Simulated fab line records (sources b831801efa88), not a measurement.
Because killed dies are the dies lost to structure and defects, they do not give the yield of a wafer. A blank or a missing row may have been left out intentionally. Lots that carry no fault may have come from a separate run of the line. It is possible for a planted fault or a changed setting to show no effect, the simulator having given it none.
The tool behind it: which one?    flow gf180mcu    14 lots, 42 wafers sampled, at 5 steps of a route of 602

WHAT THE GAUGES SHOWED, per wafer
GF_STI_THK_MEAS_04.
lot   measured     on            STI_CVD_03_THK (nm)
L308  day 1 13:34  filmMetro-01  208.7 206.8 207.4
L309  day 1 19:19  filmMetro-01  210.2 207.6 207.8
L310  day 1 23:34  filmMetro-01  208.6 209.1 210.3
L311  day 2 04:34  filmMetro-03  206.7 205.3 205.8
L313  day 2 14:34  filmMetro-01  209.9 208.9 207.4
L315  day 3 00:59  filmMetro-01  206.6 207.5 206.6
L316  day 3 05:34  filmMetro-01  208.2 210.3 208.0
L317  day 3 11:46  filmMetro-01  209.0 210.0 208.4
L318  day 3 16:40  filmMetro-03  209.3 210.0 207.4
L319  day 3 20:52  filmMetro-02  204.9 205.5 205.5
L324  day 4 21:37  filmMetro-03  208.0 208.3 206.9
L327  day 5 12:34  filmMetro-03  208.4 209.1 209.4
L330  day 6 03:34  filmMetro-02  205.0 205.2 206.4
L331  day 6 09:05  filmMetro-01  205.9 205.3 204.9

GF_STI_THK_MEAS_24.
lot   measured     on            STI_CVD_23_THK (nm)
L308  day 2 04:48  filmMetro-03  653 646 647
L309  day 2 11:23  filmMetro-01  643 642 660
L310  day 2 15:31  filmMetro-02  644 662 642
L311  day 2 20:10  filmMetro-01  659 647 649
L313  day 3 05:58  filmMetro-02  652 646 648
L315  day 3 17:44  filmMetro-01  640 636 640
L316  day 3 21:34  filmMetro-02  645 642 628
L317  day 4 04:14  filmMetro-03  649 650 642
L318  day 4 09:20  filmMetro-03  669 652 648
L319  day 4 13:26  filmMetro-03  639 641 645
L324  day 5 14:41  filmMetro-01  643 643 646
L327  day 6 06:23  filmMetro-03  650 649 645
L330  day 6 22:19  filmMetro-03  642 653 657
L331  day 7 03:42  filmMetro-03  649 654 650

GF_VT_IMPLANT_OVL_MEAS_18.
lot   measured      on          VT_IMPLANT_01_OVL (nm)
L308  day 6 18:28   overlay-01  -0.7 2.4 1.7
L309  day 7 04:34   overlay-01  -1.9 2.8 1.3
L310  day 7 09:38   overlay-01  -0.3 -0.7 -1.1
L311  day 7 16:19   overlay-01  1.6 0.7 2.2
L313  day 8 04:25   overlay-02  -0.5 -0.1 -0.2
L315  day 8 19:37   overlay-02  0.6 -1.3 0.7
L316  day 9 01:16   overlay-02  -2.1 -3.0 1.0
L317  day 9 09:53   overlay-01  -0.2 0.8 -0.1
L318  day 9 16:44   overlay-01  2.1 0.9 -0.9
L319  day 9 20:40   overlay-01  -3.9 -1.3 -1.8
L324  day 11 04:41  overlay-01  -0.6 -0.3 -1.2
L327  day 11 23:28  overlay-02  0.1 0.6 1.0
L330  day 12 21:35  overlay-01  -0.6 -1.2 -1.5
L331  day 13 02:25  overlay-02  1.2 1.1 1.3

GF_VT_IMPLANT_RS_MEAS_48: measurement is done with a four-point probe.
lot   measured      on            LVPWELL_RS (ohm/sq)
L308  day 8 08:01   filmMetro-02  1195.1 1196.7 1191.3
L309  day 8 17:54   filmMetro-04  1194.9 1196.0 1194.2
L310  day 8 23:09   filmMetro-04  1205.6 1200.1 1200.0
L311  day 9 07:19   filmMetro-03  1193.7 1192.6 1195.0
L313  day 9 19:30   filmMetro-04  1195.7 1194.6 1193.0
L315  day 10 10:52  filmMetro-04  1193.9 1192.8 1193.9
L316  day 10 18:31  filmMetro-04  1201.1 1204.0 1201.3
L317  day 11 01:50  filmMetro-03  1200.5 1198.0 1196.8
L318  day 11 10:15  filmMetro-03  1197.4 1195.6 1196.2
L319  day 11 15:20  filmMetro-02  1199.9 1193.4 1195.6
L324  day 12 23:16  filmMetro-04  1192.0 1197.0 1197.5
L327  day 13 18:20  filmMetro-02  1218.9 1218.9 1219.5
L330  day 14 16:23  filmMetro-02  1215.0 1219.2 1216.6
L331  day 14 22:23  filmMetro-04  1194.4 1196.8 1198.8

WHICH TOOL RAN EACH LOT (tool, then ch and the chambers of the sampled wafers, then the start)
lot   GF_LVPWELL_IMPLANT_09
L308  implanter-03 ch 0, day 4 00:46
L309  implanter-03 ch 0, day 4 09:33
L310  implanter-03 ch 0, day 4 15:45
L311  implanter-02 ch 0, day 4 20:52
L313  implanter-03 ch 0, day 5 06:04
L315  implanter-03 ch 0, day 5 19:11
L316  implanter-03 ch 0, day 6 01:10
L317  implanter-03 ch 0, day 6 07:19
L318  implanter-03 ch 0, day 6 13:31
L319  implanter-02 ch 0, day 6 16:37
L324  implanter-01 ch 0, day 7 21:04
L327  implanter-01 ch 0, day 8 14:56
L330  implanter-01 ch 0, day 9 10:19
L331  implanter-02 ch 0, day 9 14:28
- GF_LVPWELL_IMPLANT_09

AS READ BY THE TOOLS THEMSELVES (means over the sampled wafers that have a number; for cases with no such wafer, the mark the record gives instead)
The record holds no such reading with a usual standard deviation.

THE ANSWER, worked out from the rows above alone
Rule: the lots themselves supply what counts as usual. Put in order of their means at a reading, lots are off if they are a third of the lots or fewer, leave a main group of 4 or more, and stand apart from it by a gap of 3 or more times the standard deviation of the main group's means; of several such gaps the widest counts. A main group is skipped when, at the precision printed for the reading in the tables above, its means are all equal. Also off: a lot with no number at a reading for which 4 or more lots have one. The other lots that the step has rows for count as sound. Order of review: gauges by route order, followed by the tools' own readings, for which a lot's mean as printed above is used. The first step at which some lot is off is used, and at that step the reading that is off furthest; a lot without a number counts as furthest.
Off: L327, L330, at GF_VT_IMPLANT_RS_MEAS_48 (LVPWELL_RS). Main group: mean 1196.5 ohm/sq, sd 2.8.
If a tool, at a process step before that reading, ran all the lots that are off and no sound lot after the first of them, it fits. Gauges at GF_VT_IMPLANT_RS_MEAS_48: tried the same way as those tools. 2 tools fit, implanter-01 at GF_LVPWELL_IMPLANT_09 and filmMetro-02 at GF_VT_IMPLANT_RS_MEAS_48, so this cannot tell which one it is.

WHAT WAS PUT IN BY THE SIMULATOR
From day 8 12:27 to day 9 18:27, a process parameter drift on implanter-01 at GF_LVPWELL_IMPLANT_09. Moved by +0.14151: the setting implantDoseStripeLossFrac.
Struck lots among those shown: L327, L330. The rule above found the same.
